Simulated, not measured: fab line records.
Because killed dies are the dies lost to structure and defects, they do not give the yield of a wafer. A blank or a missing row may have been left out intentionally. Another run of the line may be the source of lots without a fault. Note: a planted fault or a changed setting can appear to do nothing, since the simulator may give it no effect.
Which tool is to blame? -- flow sky130 -- Sampling: 24 lots, 72 wafers, 5 of 708 route steps

WHAT EACH GAUGE READ, for each wafer
SKY_METAL2_RS_MEAS_05: the measuring method here is four-point-probe.
lot,measured,on,METAL2_ALCU_RS (ohm/sq)
L074,day 34 08:07,film metro-02,0.1262 0.1238 0.1280
L075,day 34 12:55,film metro-02,0.1271 0.1309 0.1271
L076,day 34 17:50,film metro-01,0.1261 0.1266 0.1300
L077,day 35 06:58,film metro-02,0.1265 0.1277 0.1292
L078,day 35 11:10,film metro-02,0.1272 0.1284 0.1258
L079,day 35 20:51,film metro-02,0.1309 0.1277 0.1300
L080,day 36 07:22,film metro-04,0.1268 0.1272 0.1280
L081,day 36 15:41,film metro-04,0.1237 0.1262 0.1256
L082,day 36 17:22,film metro-04,0.1283 0.1258 0.1246
L083,day 36 22:06,film metro-02,0.1217 0.1201 0.1225
L084,day 37 16:47,film metro-01,0.1218 0.1254 0.1241
L085,day 37 18:44,film metro-04,0.1253 0.1292 0.1250
L086,day 38 01:43,film metro-01,0.1252 0.1276 0.1256
L087,day 38 14:16,film metro-01,0.1288 0.1274 0.1287
L088,day 38 17:47,film metro-04,0.1277 0.1252 0.1249
L089,day 39 01:06,film metro-02,0.1266 0.1282 0.1235
L090,day 39 07:50,film metro-02,0.1264 0.1247 0.1252
L091,day 39 13:32,film metro-02,0.1285 0.1266 0.1298
L092,day 39 23:46,film metro-02,0.1233 0.1279 0.1243
L093,day 40 05:55,film metro-02,0.1222 0.1237 0.1227
L094,day 40 06:53,film metro-02,0.1280 0.1265 0.1301
L095,day 40 13:39,film metro-04,0.1254 0.1279 0.1274
L096,day 40 21:32,film metro-04,0.1250 0.1299 0.1275
L097,day 41 06:02,film metro-01,0.1276 0.1262 0.1248

SKY_VIA4_BOW_MEAS_03.
lot,measured,on,VIA4_BOW (um)
L074,day 42 05:07,film metro-01,92 86 89
L075,day 42 09:19,film metro-01,87 82 77
L076,day 42 14:24,film metro-02,75 84 77
L077,day 43 02:43,film metro-02,84 86 94
L078,day 43 04:31,film metro-03,80 83 80
L079,day 43 12:22,film metro-01,88 84 80
L080,day 43 22:14,film metro-01,81 86 67
L081,day 44 05:12,film metro-01,80 83 89
L082,day 44 07:06,film metro-02,94 82 102
L083,day 44 10:40,film metro-02,77 90 84
L084,day 45 01:31,film metro-02,83 84 72
L085,day 45 03:35,film metro-02,82 80 82
L086,day 45 11:06,film metro-02,90 85 91
L087,day 45 19:22,film metro-03,59 86 70
L088,day 45 23:45,film metro-02,76 83 83
L089,day 46 04:59,film metro-02,82 82 74
L090,day 46 11:58,film metro-01,89 86 96
L091,day 46 17:45,film metro-01,77 83 84
L092,day 46 22:30,film metro-01,87 79 86
L093,day 47 06:07,film metro-02,79 79 77
L094,day 47 06:15,film metro-01,78 73 82
L095,day 47 12:17,film metro-03,95 89 90
L096,day 47 18:07,film metro-01,88 84 87
L097,day 48 02:27,film metro-02,83 85 75

SKY_VIA4_OVL_MEAS_11.
lot,measured,on,VIA4_OVL (nm)
L074,day 43 04:15,overlay-01,-1.6 0.2 0.6
L075,day 43 08:57,overlay-01,3.5 1.8 3.1
L076,day 43 12:34,overlay-02,1.6 1.4 0.3
L077,day 44 01:09,overlay-01,2.6 3.7 0.9
L078,day 44 03:13,overlay-02,-0.6 1.0 0.4
L079,day 44 10:27,overlay-01,1.1 1.8 0.5
L080,day 44 20:06,overlay-01,1.0 2.2 0.3
L081,day 45 03:25,overlay-02,1.3 3.6 1.3
L082,day 45 04:42,overlay-02,5.1 2.9 4.1
L083,day 45 08:06,overlay-01,0.9 2.4 1.0
L084,day 45 23:48,overlay-01,3.6 2.3 3.4
L085,day 46 01:07,overlay-02,1.1 1.8 0.7
L086,day 46 08:07,overlay-02,1.0 0.1 0.1
L087,day 46 15:57,overlay-02,-0.9 -1.3 -3.2
L088,day 46 19:49,overlay-02,1.7 0.7 3.7
L089,day 47 01:23,overlay-02,1.3 -0.8 1.1
L090,day 47 07:45,overlay-01,3.1 4.4 2.8
L091,day 47 13:57,overlay-02,-0.3 -0.1 -0.5
L092,day 47 18:15,overlay-01,0.8 0.0 1.4
L093,day 48 01:55,overlay-02,0.6 0.9 1.8
L094,day 48 02:33,overlay-01,-1.1 -0.6 -2.9
L095,day 48 07:10,overlay-02,-0.6 0.0 -0.1
L096,day 48 13:06,overlay-01,1.9 0.9 0.3
L097,day 48 20:58,overlay-02,0.4 0.3 2.4

TOOL THAT RAN EACH LOT (tool first, then ch and the chambers of the sampled wafers, then the start)
lot,SKY_METAL3_DESCUM_15,SKY_VIA3_ETCH_15
L074,"rie metal-01 ch 0,1, day 38 21:12","rie diel-02 ch 0,1,3, day 39 23:48"
L075,"rie metal-02 ch 0,1, day 39 01:51","rie diel-04 ch 1,2,3, day 40 04:55"
L076,"rie metal-02 ch 0,1, day 39 07:25","rie diel-04 ch 0,2,3, day 40 09:56"
L077,"rie metal-02 ch 0,1, day 39 21:06","rie diel-01 ch 0,2, day 40 22:52"
L078,"rie metal-03 ch 0,1, day 39 23:22","rie diel-04 ch 1,2,3, day 41 01:31"
L079,"rie metal-01 ch 0,1, day 40 07:04","rie diel-02 ch 0,3, day 41 08:46"
L080,"rie metal-01 ch 0,1, day 40 18:13","rie diel-02 ch 0,1,3, day 41 19:51"
L081,"rie metal-03 ch 0,1, day 41 01:07","rie diel-01 ch 0,1,3, day 42 03:10"
L082,"rie metal-03 ch 0,1, day 41 03:25","rie diel-04 ch 0,2,3, day 42 05:03"
L083,"rie metal-02 ch 0,1, day 41 06:57","rie diel-01 ch 1,2,3, day 42 08:45"
L084,"rie metal-02 ch 0,1, day 41 23:37","rie diel-01 ch 1,2,3, day 43 00:57"
L085,"rie metal-01 ch 0,1, day 42 02:13","rie diel-04 ch 1,3, day 43 02:37"
L086,"rie metal-02 ch 0,1, day 42 09:48","rie diel-04 ch 2,3, day 43 10:37"
L087,"rie metal-01 ch 0,1, day 42 19:04","rie diel-01 ch 0,1,2, day 43 20:07"
L088,"rie metal-02 ch 0,1, day 43 00:07","rie diel-04 ch 0,1,3, day 44 00:49"
L089,"rie metal-01 ch 0,1, day 43 05:07","rie diel-01 ch 0,1,2, day 44 05:12"
L090,"rie metal-03 ch 0, day 43 12:24","rie diel-04 ch 1,2,3, day 44 11:55"
L091,"rie metal-01 ch 0,1, day 43 18:40","rie diel-04 ch 1,2,3, day 44 18:19"
L092,"rie metal-03 ch 0,1, day 44 01:19","rie diel-04 ch 1,3, day 45 01:06"
L093,"rie metal-03 ch 0,1, day 44 08:04","rie diel-02 ch 0,1,2, day 45 07:55"
L094,"rie metal-02 ch 0,1, day 44 08:25","rie diel-01 ch 1,3, day 45 08:39"
L095,"rie metal-02 ch 0,1, day 44 15:30","rie diel-02 ch 0,1,2, day 45 15:10"
L096,"rie metal-03 ch 0,1, day 44 21:15","rie diel-02 ch 0,2,3, day 45 21:06"
L097,"rie metal-01 ch 0,1, day 45 06:00","rie diel-04 ch 0,1,2, day 46 06:03"
- SKY_METAL3_DESCUM_15: chemistry O2, time 8 s.
- SKY_VIA3_ETCH_15: etches SiO2 in C4F8/O2/Ar, stops on TiN, target depth 507 nm, time 78 s.

WHAT THE TOOLS THEMSELVES READ (means of the sampled wafers that have a number; where no wafer has one, the mark that the record gives instead)
SKY_METAL3_DESCUM_15.
lot,tool,drypump motor current A (A),oes product au (a.u.)
L074,rie metal-01,5.74,1.013
L075,rie metal-02,5.74,0.988
L076,rie metal-02,5.75,0.995
L077,rie metal-02,5.74,0.994
L078,rie metal-03,5.49,0.994
L079,rie metal-01,5.59,1.012
L080,rie metal-01,5.76,1.014
L081,rie metal-03,5.65,0.983
L082,rie metal-03,5.49,0.988
L083,rie metal-02,5.85,0.995
L084,rie metal-02,5.74,0.991
L085,rie metal-01,5.79,1.011
L086,rie metal-02,5.87,0.988
L087,rie metal-01,5.76,1.009
L088,rie metal-02,5.73,0.984
L089,rie metal-01,5.60,1.016
L090,rie metal-03,5.37,0.995
L091,rie metal-01,5.72,1.009
L092,rie metal-03,5.50,0.999
L093,rie metal-03,5.50,1.000
L094,rie metal-02,5.85,0.992
L095,rie metal-02,5.75,0.985
L096,rie metal-03,5.50,1.001
L097,rie metal-01,5.77,1.008

SKY_VIA3_ETCH_15.
lot,tool,oes product au (a.u.)
L074,rie diel-02,0.947
L075,rie diel-04,0.946
L076,rie diel-04,0.946
L077,rie diel-01,0.948
L078,rie diel-04,0.946
L079,rie diel-02,0.945
L080,rie diel-02,0.947
L081,rie diel-01,0.943
L082,rie diel-04,0.944
L083,rie diel-01,0.944
L084,rie diel-01,0.946
L085,rie diel-04,0.952
L086,rie diel-04,0.944
L087,rie diel-01,0.945
L088,rie diel-04,0.947
L089,rie diel-01,0.946
L090,rie diel-04,0.942
L091,rie diel-04,0.942
L092,rie diel-04,0.946
L093,rie diel-02,0.944
L094,rie diel-01,0.950
L095,rie diel-02,0.944
L096,rie diel-02,0.943
L097,rie diel-04,0.949

THE ANSWER, worked out from the rows above alone
Rule: the usual values come from the lots themselves. Put in order of their means at a reading, lots are off if they are a third of the lots or fewer, leave a main group of 4 or more, and stand apart from it by a gap of 3 or more times the standard deviation of the main group's means; of several such gaps the widest counts. Not used: any main group whose means are identical at the precision the tables above print for the reading. A lot without any number at a reading at which 4 lots or more have one is off too. All remaining lots with rows at the step are treated as sound. First the gauges in route order, then the tools' own readings, where a lot's mean is used as printed above. The first step at which some lot is off is used, and at that step the reading that is off furthest; a lot without a number counts as furthest.
Across all readings shown, no lot is off: no conclusion can be drawn from this.

WHAT HAD BEEN PUT IN BY THE SIMULATOR
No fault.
